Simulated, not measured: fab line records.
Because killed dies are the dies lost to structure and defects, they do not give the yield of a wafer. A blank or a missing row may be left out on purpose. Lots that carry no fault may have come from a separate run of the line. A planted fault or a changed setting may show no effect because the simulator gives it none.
fab line records	flow sky130
record lots=14	wafers=42	lastDay=49
route steps=708 shown SD_N@344 LI_CONTACT@365
lots untouched by any fault: they come from a run of this same line in which no faults occurred
startH: hours from the record's first day to the start of the lot's first wafer shown	waitH: time in hours since the lot's previous step	" repeats the value in the row above	L1.1+2: a row that stands for several wafers	- value missing, or start not given	* or withheld: withheld	< > ~ a bound
route shown NAME@n: NAME is a module with steps in the file, n the number in the route of the first one	usual: mean/standard deviation of fault-free wafers	same: alike in all rows	chamber/n: place in a boat	sites: per-site readings	_std_site: standard deviation across them	_edge_site: mean of outer sites minus mean of inner sites	radiusMm: how far each site lies from the wafer's centre	mask NAME#n: copy n	behind: the tool/chamber that last shaped the wafer	hold: why the lot was held/for how many hours/how that ended	device: the n, p or np transistor that did not switch	end of line: tests of these same wafers at the route's end	a step without rows: its recipe alone	killed: at the first sort, the dies lost to defects and structure; wafer yield is something else	map: per-die view of a wafer (x killed, . not killed, _ where there is no die)
set.NAME: the run value of the setting; set.NAME@STEP: its run value at that earlier step	model.NAME: the simulator's own value behind a step, which no gauge read
route steps across a sampled set of lots; one table per step, one row per wafer
services: when a tool's chamber went out of use (startH, in hours from the record's first day, below 0 if earlier), for how many hours, and the reason
## steps
# step SKY_SD_N_COAT_02
# recipe resist=NOVOLAK	spinRpm=3000	resistThkNm=1140
# usual exhaustPa=44.9/0.94
lot.wafer	tool	chamber	startH	waitH	exhaustPa
L589.1	lithoTrack-03	0	632.35	0.1	45.4
L589.4	"	0	"	"	45.1
L589.6	"	0	"	"	45.6
L590.1	lithoTrack-01	0	639.75	0.1	44.7
L590.3	"	0	"	"	43.8
L590.6	"	0	"	"	44.5
L591.1	lithoTrack-01	0	657.00	0.1	43.9
L591.5	"	0	"	"	43.2
L591.6	"	0	"	"	44.9
L592.2	lithoTrack-02	0	657.29	0.1	46.1
L592.3	"	0	"	"	47.4
L592.4	"	0	"	"	47.3
L593.2	lithoTrack-02	0	674.59	0.1	45.4
L593.3	"	0	"	"	46.0
L593.5	"	0	"	"	46.2
L594.2	lithoTrack-01	0	687.87	0.1	44.9
L594.4	"	0	"	"	44.3
L594.5	"	0	"	"	44.4
L595.1	lithoTrack-01	0	693.15	0.1	43.9
L595.3	"	0	"	"	44.4
L595.6	"	0	"	"	44.7
L596.1	lithoTrack-02	0	701.96	0.1	43.4
L596.4	"	0	"	"	44.8
L596.5	"	0	"	"	43.3
L597.3	lithoTrack-02	0	713.36	0.1	44.1
L597.4	"	0	"	"	46.0
L597.5	"	0	"	"	45.5
L598.1	lithoTrack-01	0	713.65	0.1	43.5
L598.4	"	0	"	"	46.6
L598.5	"	0	"	"	44.9
L600.1	lithoTrack-03	0	728.95	0.1	44.8
L600.4	"	0	"	"	45.1
L600.5	"	0	"	"	44.7
L601.2	lithoTrack-03	0	744.02	0.1	44.7
L601.4	"	0	"	"	45.0
L601.6	"	0	"	"	46.3
L602.3	lithoTrack-03	0	746.70	0.1	45.3
L602.4	"	0	"	"	45.6
L602.6	"	0	"	"	46.5
L603.1	lithoTrack-03	0	765.10	0.1	44.1
L603.3	"	0	"	"	43.9
L603.5	"	0	"	"	43.2
# step SKY_SD_N_STRIP_11
# recipe chemistry=O2/N2	powerW=1400	pressureMtorr=1500	platenTempC=withheld	o2FlowSccm=3000	n2FlowSccm=300	overashFraction=0.5
# usual drypumpMotorCurrentA=5.9/0.37	oesProductAu=0.528/0.0043	stripTimeToEndpointS=22.55/0.042
lot.wafer	tool	chamber	startH	waitH	drypumpMotorCurrentA	oesProductAu	rfHoursCounterH	stripTimeToEndpointS
L589.1	plasmaAsher-04	0	647.67	0.1	5.4	0.526	81	22.58
L589.4	"	1	"	"	6.3	0.529	-	22.63
L589.6	"	0	"	"	5.4	0.531	-	22.58
L590.1	plasmaAsher-02	1	654.55	0.1	5.6	0.524	23	22.53
L590.3	"	1	"	"	5.6	0.527	-	22.50
L590.6	"	0	"	"	6.1	0.525	-	22.47
L591.1	plasmaAsher-01	1	671.85	0.1	5.9	0.523	58	22.57
L591.5	"	0	"	"	6.7	0.520	-	22.53
L591.6	"	1	"	"	5.9	0.519	-	22.52
L592.2	plasmaAsher-02	0	672.05	0.1	6.1	0.529	24	22.53
L592.3	"	1	"	"	5.6	0.536	-	22.59
L592.4	"	0	"	"	6.1	0.534	-	22.58
L593.2	plasmaAsher-02	0	689.22	0.1	6.1	0.524	26	22.56
L593.3	"	0	"	"	6.1	0.528	-	22.55
L593.5	"	1	"	"	5.6	0.526	-	22.61
L594.2	plasmaAsher-04	0	703.02	0.1	5.4	0.530	86	22.53
L594.4	"	1	"	"	6.4	0.535	-	22.49
L594.5	"	1	"	"	6.3	0.525	-	22.54
L595.1	plasmaAsher-02	0	707.40	0.1	6.1	0.531	28	22.53
L595.3	"	1	"	"	5.6	0.536	-	22.53
L595.6	"	1	"	"	5.7	0.529	-	22.52
L596.1	plasmaAsher-02	0	715.88	0.1	6.1	0.513	28	22.56
L596.4	"	0	"	"	6.1	0.527	-	22.55
L596.5	"	0	"	"	6.1	0.525	-	22.56
L597.3	plasmaAsher-01	1	727.78	0.1	5.9	0.531	-	22.51
L597.4	"	0	"	"	6.7	0.527	-	22.51
L597.5	"	0	"	"	6.7	0.525	-	22.48
L598.1	plasmaAsher-02	1	727.87	0.1	5.6	0.523	30	22.47
L598.4	"	1	"	"	5.6	0.529	-	22.47
L598.5	"	0	"	"	6.0	0.528	-	22.47
L600.1	plasmaAsher-01	1	743.35	0.1	5.9	0.522	65	22.52
L600.4	"	0	"	"	6.7	0.528	-	22.53
L600.5	"	0	"	"	6.7	0.525	-	22.53
L601.2	plasmaAsher-02	0	758.05	0.1	6.1	0.529	33	22.55
L601.4	"	0	"	"	6.1	0.529	-	22.53
L601.6	"	1	"	"	5.6	0.530	-	22.52
L602.3	plasmaAsher-02	0	760.78	0.1	6.1	0.524	-	22.05
L602.4	"	1	"	"	5.6	0.525	-	22.06
L602.6	"	0	"	"	6.1	0.530	-	22.07
L603.1	plasmaAsher-02	0	779.70	0.1	6.1	0.529	35	21.99
L603.3	"	1	"	"	5.6	0.523	-	21.99
L603.5	"	0	"	"	6.0	0.517	-	22.02
# step SKY_SD_N_RTA_14
# recipe tempC=1075	timeS=2	idleTempC=650	rampUpCPerS=150	rampDownCPerS=90	ambient=N2
# usual lampPowerPct=15.74/0.056	wafer_temp_C_max=1078.0/1.4
lot.wafer	tool	chamber	startH	waitH	lampPowerPct	wafer_temp_C_max
L589.1	rtpAnneal-02	0	648.03	0.0	15.69	1077.8
L589.4	"	0	"	"	15.82	1077.9
L589.6	"	0	"	"	15.75	1078.4
L590.1	rtpAnneal-01	0	654.77	0.0	15.73	1076.8
L590.3	"	0	"	"	15.76	1077.8
L590.6	"	0	"	"	15.86	1079.7
L591.1	rtpAnneal-02	0	672.06	0.0	15.66	1077.6
L591.5	"	0	"	"	15.77	1076.6
L591.6	"	0	"	"	15.74	1075.4
L592.2	rtpAnneal-01	0	672.28	0.0	15.65	1079.9
L592.3	"	0	"	"	15.75	1077.7
L592.4	"	0	"	"	15.70	1078.5
L593.2	rtpAnneal-02	0	689.44	0.0	15.80	1076.1
L593.3	"	0	"	"	15.78	1077.8
L593.5	"	0	"	"	15.73	1078.0
L594.2	rtpAnneal-01	0	703.24	0.0	15.76	1079.3
L594.4	"	0	"	"	15.82	1075.8
L594.5	"	0	"	"	15.70	1077.4
L595.1	rtpAnneal-02	0	707.61	0.0	15.76	1077.8
L595.3	"	0	"	"	15.73	1077.0
L595.6	"	0	"	"	15.69	1077.5
L596.1	rtpAnneal-01	0	716.10	0.0	15.66	1077.5
L596.4	"	0	"	"	15.80	1077.8
L596.5	"	0	"	"	15.77	1077.1
L597.3	rtpAnneal-02	0	727.98	0.0	15.78	1076.8
L597.4	"	0	"	"	15.70	1079.8
L597.5	"	0	"	"	15.77	1079.6
L598.1	rtpAnneal-01	0	728.08	0.0	15.86	1075.2
L598.4	"	0	"	"	15.77	1080.3
L598.5	"	0	"	"	15.78	1079.6
L600.1	rtpAnneal-01	0	743.56	0.0	15.71	1077.2
L600.4	"	0	"	"	15.64	1080.2
L600.5	"	0	"	"	15.70	1080.5
L601.2	rtpAnneal-02	0	758.28	0.0	15.68	1078.3
L601.4	"	0	"	"	15.81	1076.4
L601.6	"	0	"	"	15.73	1076.4
L602.3	rtpAnneal-01	0	760.98	0.0	15.78	1076.6
L602.4	"	0	"	"	15.67	1076.5
L602.6	"	0	"	"	15.86	1077.9
L603.1	rtpAnneal-02	0	779.91	0.0	15.81	1077.6
L603.3	"	0	"	"	15.76	1076.2
L603.5	"	0	"	"	15.72	1077.4
# step SKY_LI_CONTACT_BOW_MEAS_03
# recipe mode=bow
# usual LI_CONTACT_BOW=56/7.1
lot.wafer	tool	chamber	startH	waitH	LI_CONTACT_BOW[um]
L589.1	filmMetro-01	-	649.07	0.2	55
L589.4	"	-	"	"	52
L589.6	"	-	"	"	50
L590.1	filmMetro-02	-	655.78	0.1	43
L590.3	"	-	"	"	62
L590.6	"	-	"	"	67
L591.1	filmMetro-04	-	673.07	0.1	55
L591.5	"	-	"	"	66
L591.6	"	-	"	"	66
L592.2	filmMetro-01	-	673.30	0.2	58
L592.3	"	-	"	"	55
L592.4	"	-	"	"	64
L593.2	filmMetro-01	-	690.46	0.1	52
L593.3	"	-	"	"	64
L593.5	"	-	"	"	58
L594.2	filmMetro-04	-	704.26	0.3	54
L594.4	"	-	"	"	51
L594.5	"	-	"	"	53
L595.1	filmMetro-04	-	708.85	0.2	57
L595.3	"	-	"	"	46
L595.6	"	-	"	"	47
L596.1	filmMetro-02	-	717.11	0.1	43
L596.4	"	-	"	"	60
L596.5	"	-	"	"	60
L597.3	filmMetro-04	-	729.01	0.2	53
L597.4	"	-	"	"	66
L597.5	"	-	"	"	63
L598.1	filmMetro-02	-	729.27	0.1	51
L598.4	"	-	"	"	55
L598.5	"	-	"	"	56
L600.1	filmMetro-01	-	744.57	0.1	53
L600.4	"	-	"	"	53
L600.5	"	-	"	"	43
L601.2	filmMetro-04	-	759.30	0.2	51
L601.4	"	-	"	"	52
L601.6	"	-	"	"	51
L602.3	filmMetro-04	-	762.01	0.1	52
L602.4	"	-	"	"	49
L602.6	"	-	"	"	54
L603.1	filmMetro-02	-	780.93	0.2	70
L603.3	"	-	"	"	52
L603.5	"	-	"	"	64
# step SKY_LI_CONTACT_ETCH_14
# recipe chemistry=N2/H2	target=BARC	ionEnergyEv=200	sourceW=500	biasW=100	pressureMtorr=30	n2FlowSccm=100	h2FlowSccm=200	stopOn=SiO2	timeS=45.9	targetDepthA=600
# usual drypumpMotorCurrentA=5.8/0.45	oesProductAu=0.854/0.0048	throttleValvePct=13.224/0.0088
lot.wafer	tool	chamber	startH	waitH	drypumpMotorCurrentA	oesProductAu	rfHoursCounterH	throttleValvePct
L589.1	rieDiel-03	1	677.32	0.0	5.5	0.852	21	13.234
L589.4	"	3	"	"	6.6	0.856	7	13.231
L589.6	"	0	"	"	5.9	0.848	-	13.223
L590.1	rieDiel-01	1	684.02	0.0	5.7	0.863	10	13.216
L590.3	"	0	"	"	5.5	0.850	1	13.213
L590.6	"	3	"	"	5.4	0.858	-	13.227
L591.1	rieDiel-03	0	701.17	0.0	5.9	0.855	1	13.230
L591.5	"	1	"	"	5.5	0.856	-	13.235
L591.6	"	2	"	"	6.3	0.850	-	13.222
L592.2	rieDiel-01	1	701.52	0.0	5.8	0.852	11	13.220
L592.3	"	2	"	"	6.0	0.851	4	13.229
L592.4	"	3	"	"	5.4	0.850	4	13.209
L593.2	rieDiel-03	1	718.47	0.0	5.5	0.848	22	13.229
L593.3	"	0	"	"	5.9	0.852	2	13.241
L593.5	"	3	"	"	6.6	0.854	-	13.230
L594.2	rieDiel-03	1	731.95	0.0	5.5	0.855	22	13.228
L594.4	"	3	"	"	6.6	0.852	8	13.225
L594.5	"	1	"	"	5.5	0.851	-	13.227
L595.1	rieDiel-01	3	736.07	0.0	5.4	0.855	5	13.219
L595.3	"	2	"	"	6.0	0.857	5	13.227
L595.6	"	2	"	"	6.0	0.860	-	13.215
L596.1	rieDiel-03	1	744.80	0.0	5.6	0.844	22	13.214
L596.4	"	0	"	"	5.9	0.856	3	13.256
L596.5	"	0	"	"	5.9	0.853	-	13.228
L597.3	rieDiel-02	1	756.50	0.0	5.4	0.845	12	13.222
L597.4	"	2	"	"	5.2	0.852	-	13.231
L597.5	"	1	"	"	5.4	0.856	-	13.219
L598.1	rieDiel-03	0	756.50	0.0	5.9	0.855	3	13.210
L598.4	"	3	"	"	6.6	0.854	9	13.218
L598.5	"	3	"	"	6.6	0.851	-	13.228
L600.1	rieDiel-03	3	771.80	0.0	6.6	0.859	9	13.226
L600.4	"	1	"	"	5.5	0.854	23	13.207
L600.5	"	2	"	"	6.3	0.859	-	13.221
L601.2	rieDiel-02	0	786.25	0.0	5.9	0.858	1	13.211
L601.4	"	1	"	"	5.4	0.864	12	13.221
L601.6	"	2	"	"	5.2	0.844	-	13.245
L602.3	rieDiel-02	3	789.42	0.0	5.6	0.863	10	13.227
L602.4	"	1	"	"	5.4	0.855	12	13.220
L602.6	"	1	"	"	5.4	0.852	-	13.219
L603.1	rieDiel-02	1	807.80	0.0	5.4	0.859	13	13.242
L603.3	"	2	"	"	5.2	0.856	10	13.216
L603.5	"	1	"	"	5.4	0.862	-	13.220
## services
tool	chamber	startH	hours	kind
rieDiel-03	0	623.50	-	clean
rieDiel-03	0	623.50	21.2	scheduledDown
rieDiel-03	0	623.50	21.2	ventCycle
rieDiel-02	0	635.52	4.0	repair
rieDiel-02	-	642.81	1.0	repair
rieDiel-01	2	664.67	3.1	repair
rieDiel-02	1	668.22	2.1	repair
rieDiel-03	-	668.60	0.8	repair
rieDiel-01	2	670.30	10.7	repair
rieDiel-03	-	672.44	2.8	pm
rieDiel-03	0	687.22	4.3	repair
plasmaAsher-02	-	691.95	2.8	pm
plasmaAsher-01	-	722.43	4.6	repair
rieDiel-01	3	745.44	3.8	repair
rieDiel-02	0	745.87	-	clean
rieDiel-02	0	745.87	16.0	scheduledDown
rieDiel-02	0	745.87	16.0	ventCycle
rieDiel-01	1	781.26	4.7	repair
rieDiel-02	3	790.03	23.9	repair
## key
firstSign step=SKY_SD_N_STRIP_11	reading=stripTimeToEndpointS	direction=down	sigmas=12	usual=*	struck=*	through=*
effect none on later readings
metAt SKY_SD_N_COAT_02
struckLots L602,L603
sortLeftOut L602.3,L602.4,L602.6
testerLeftOut L602,L603
loopTrim step=SKY_SD_N_EXPOSE_04	setting=dose	lots=L603
notActingAt SKY_SD_N_RTA_14,SKY_LI_CONTACT_BOW_MEAS_03,SKY_LI_CONTACT_ETCH_14
onsetBetween 744.02 746.70
alsoFits time
fault kind=processParameterDrift	tool=lithoTrack-03	chamber=-	onsetH=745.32	steps=SKY_SD_N_COAT_02	channel=resistThkNm	offset=-45.952	shape=step	endH=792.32	actsIn=theseRecipesOnly	stated=1140
# testerLeftOut: of these lots the tester's yield and bins aren't shown, on N5 and GAA mostly nor the transistor test; their killed dies are dies lost to structure and defects alone, not to doping, threshold or leakage, so they don't give the yield
# sortLeftOut: the simulated sort isn't trusted on such a fault, so these wafers' sort isn't shown, and their yield isn't known
# loopTrim: a control loop set the setting to another value than it would have without faults
